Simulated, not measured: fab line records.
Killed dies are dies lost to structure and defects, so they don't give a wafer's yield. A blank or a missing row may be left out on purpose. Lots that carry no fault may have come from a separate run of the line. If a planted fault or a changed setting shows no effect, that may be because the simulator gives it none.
2 desks looking at one fault || flow sky130 || each desk has only its own numbers; what lay behind them comes last

AT THE METROLOGY DESK
What the gauges read, lot by lot, whatever tool the lot ran on: means of the sampled wafers that have a number. Any lot whose mean is over 4 standard deviations away from the usual mean is out of limits and marked OUT; that distance is given in the brackets.
Columns: A = VIA1_W_THK at SKY_VIA1_THK_MEAS_23, usual 267 nm; B = cd-nm at SKY_VIA2_CD_MEAS_12, usual 199.8 nm
{"lot": "L643", "first seen here": "day 33 18:11", "A": 267, "B": 199.8}
{"lot": "L644", "first seen here": "day 34 06:43", "A": 266, "B": 202.6}
{"lot": "L645", "first seen here": "day 35 03:43", "A": 262, "B": 199.1}
{"lot": "L646", "first seen here": "day 35 07:41", "A": 271, "B": 200.0}
{"lot": "L647", "first seen here": "day 35 10:51", "A": 263, "B": 200.1}
{"lot": "L648", "first seen here": "day 35 16:32", "A": 271, "B": 199.4}
{"lot": "L649", "first seen here": "day 36 04:01", "A": 266, "B": 202.3}
{"lot": "L650", "first seen here": "day 36 07:55", "A": 265, "B": 200.8}
{"lot": "L651", "first seen here": "day 36 13:26", "A": 271, "B": 198.3}
{"lot": "L652", "first seen here": "day 36 22:52", "A": 265, "B": 198.9}
{"lot": "L654", "first seen here": "day 37 20:56", "A": 265, "B": 199.7}
{"lot": "L659", "first seen here": "day 39 14:43", "A": 263, "B": 200.7}
{"lot": "L660", "first seen here": "day 40 07:32", "A": 273, "B": 199.3}
{"lot": "L666", "first seen here": "day 41 04:55", "A": 260, "B": 198.4}
Finding of this desk: none of the 14 lots has anything out of limits.

FOR THE TOOL OWNER'S DESK: rie-diel-04
The tool's own readings at SKY_VIA3_ETCH_14 (etches BARC in N2/H2, stops on SiO2, time 45.9 s, target depth 60 nm): means of the sampled wafers that have a number, for each lot that ran on this tool. Any lot whose mean is over 4 standard deviations away from the usual mean is out of limits and marked OUT; that distance is given in the brackets.
Columns: A = bias-w at SKY_VIA3_ETCH_14, usual 100.00 W; B = drypump-motor-current-A at SKY_VIA3_ETCH_14, usual 5.7 A; C = oes-product-au at SKY_VIA3_ETCH_14, usual 0.854 a.u.; D = run-length-s at SKY_VIA3_ETCH_14, usual 74.3 s; E = throttle-valve-pct at SKY_VIA3_ETCH_14, usual 13.226 %
{"lot": "L646", "first seen here": "day 40 20:45", "A": 99.59, "B": 5.5, "C": 0.856, "D": 74.4, "E": 13.222}
{"lot": "L648", "first seen here": "day 41 05:32", "A": 100.42, "B": 5.5, "C": 0.855, "D": 74.0, "E": 13.226}
{"lot": "L649", "first seen here": "day 41 15:22", "A": 99.77, "B": 6.1, "C": 0.858, "D": 74.5, "E": 13.226}
{"lot": "L651", "first seen here": "day 41 23:09", "A": 99.70, "B": 6.1, "C": 0.854, "D": 74.3, "E": 13.222}
{"lot": "L659", "first seen here": "day 44 17:37", "A": 100.09, "B": 6.5, "C": "0.953 (+21) OUT", "D": "56.6 (-36) OUT", "E": 13.242}
{"lot": "L660", "first seen here": "day 45 09:26", "A": 99.75, "B": 5.8, "C": "0.903 (+10) OUT", "D": "65.1 (-19) OUT", "E": 13.227}
This desk's finding: out of limits on L659, L660; first on L659, day 44 17:37 (oes-product-au at SKY_VIA3_ETCH_14). In limits: L646, L648, L649, L651.

ALL TOGETHER
The tool owner's desk could have raised an alarm at day 44 17:37, on L659, L660.
Nothing out of limits was seen by the metrology desk.
The metrology desk holds a record of L659, L660, inside its limits.
SKY_VIA3_ETCH_14 was run on rie-diel-04 by each of the lots named.

WHAT WAS PUT IN BY THE SIMULATOR
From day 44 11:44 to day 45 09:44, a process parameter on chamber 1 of rie-diel-04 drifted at SKY_VIA3_ETCH_14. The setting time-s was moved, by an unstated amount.
Shown lots that were struck: L659, L660.
Hours from the fault's start to each desk's first reading out of limits: the tool owner's desk, 6.
